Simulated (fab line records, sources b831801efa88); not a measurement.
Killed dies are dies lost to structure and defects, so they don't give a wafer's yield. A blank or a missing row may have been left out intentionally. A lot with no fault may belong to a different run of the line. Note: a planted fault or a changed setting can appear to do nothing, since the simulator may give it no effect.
One fault through the eyes of 2 desks -- flow sky130 -- numbers are kept per desk, each desk with only its own; the story behind them comes last

## TOOL OWNER'S DESK, implanter-04
For each lot that ran on this tool, the mean over its sampled wafers that have a number, from the tool's own readings at SKY_VT_ADJUST_HVTR_IMPLANT_09. Marked OUT: a lot whose mean sits more than 4 standard deviations from the usual mean, which makes it out of limits; the brackets give that distance.
Columns: A = dose-ions-cm2 at SKY_VT_ADJUST_HVTR_IMPLANT_09, usual 2.1001e+12; B = faraday-current-uA at SKY_VT_ADJUST_HVTR_IMPLANT_09, usual 11.85
lot,first seen here,A,B
L594,day 10 20:54,2.0984e+12,12.16
L596,day 11 14:44,2.0990e+12,11.83
L597,day 11 15:41,9.3397e+11 (-99 or more) OUT,5.27 (-29) OUT
L599,day 12 16:12,9.3553e+11 (-99 or more) OUT,5.25 (-29) OUT
L600,day 13 04:20,9.3587e+11 (-99 or more) OUT,5.29 (-29) OUT
This desk's finding: out of limits on L597, L599, L600; first on L597, day 11 15:41 (dose-ions-cm2 at SKY_VT_ADJUST_HVTR_IMPLANT_09). Within limits: L594, L596.

## THE METROLOGY DESK
What the gauges read, lot by lot, whatever tool the lot ran on: means of the sampled wafers that have a number. Marked OUT: a lot whose mean sits more than 4 standard deviations from the usual mean, which makes it out of limits; the brackets give that distance.
Columns: A = cd-nm at SKY_FIELD_ISO_CD_MEAS_13, usual 150.3 nm; B = VT_ADJUST_HVTR_TW at SKY_VT_ADJUST_HVTR_TW_MEAS_11, usual 211.6
lot,first seen here,A,B
L590,day 2 10:41,150.6,212.4
L592,day 2 21:35,149.7,210.4
L593,day 3 03:38,151.7,213.9
L594,day 3 06:50,151.0,213.0
L596,day 3 17:28,149.7,211.1
L597,day 3 21:47,149.4,168.9 (-39) OUT
L599,day 4 09:49,150.8,170.1 (-38) OUT
L600,day 4 13:47,150.3,169.7 (-38) OUT
L604,day 5 09:25,151.0,211.1
L607,day 6 05:23,150.8,212.4
L609,day 6 13:50,148.4,210.6
L612,day 7 04:47,148.4,211.9
This desk reports L597, L599, L600 out of limits; the earliest was L597 at day 11 15:56 (VT_ADJUST_HVTR_TW at SKY_VT_ADJUST_HVTR_TW_MEAS_11). Within limits: L590, L592, L593, L594, L596, L604, L607, L609, L612.

## BROUGHT TOGETHER
At day 11 15:41, on L597, L599, L600, the tool owner's desk was in a position to raise an alarm.
On L597, L599, L600, the metrology desk was in a position to raise an alarm at day 11 15:56.
Every lot named ran SKY_VT_ADJUST_HVTR_IMPLANT_09 on implanter-04.

## WHAT THE SIMULATOR HAD PUT IN
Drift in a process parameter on implanter-04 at SKY_VT_ADJUST_HVTR_IMPLANT_09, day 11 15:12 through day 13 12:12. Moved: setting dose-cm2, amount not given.
Shown lots that were struck: L597, L599, L600.
Hours from the fault's start to each desk's first reading out of limits: the tool owner's desk, 0; the metrology desk, 1.
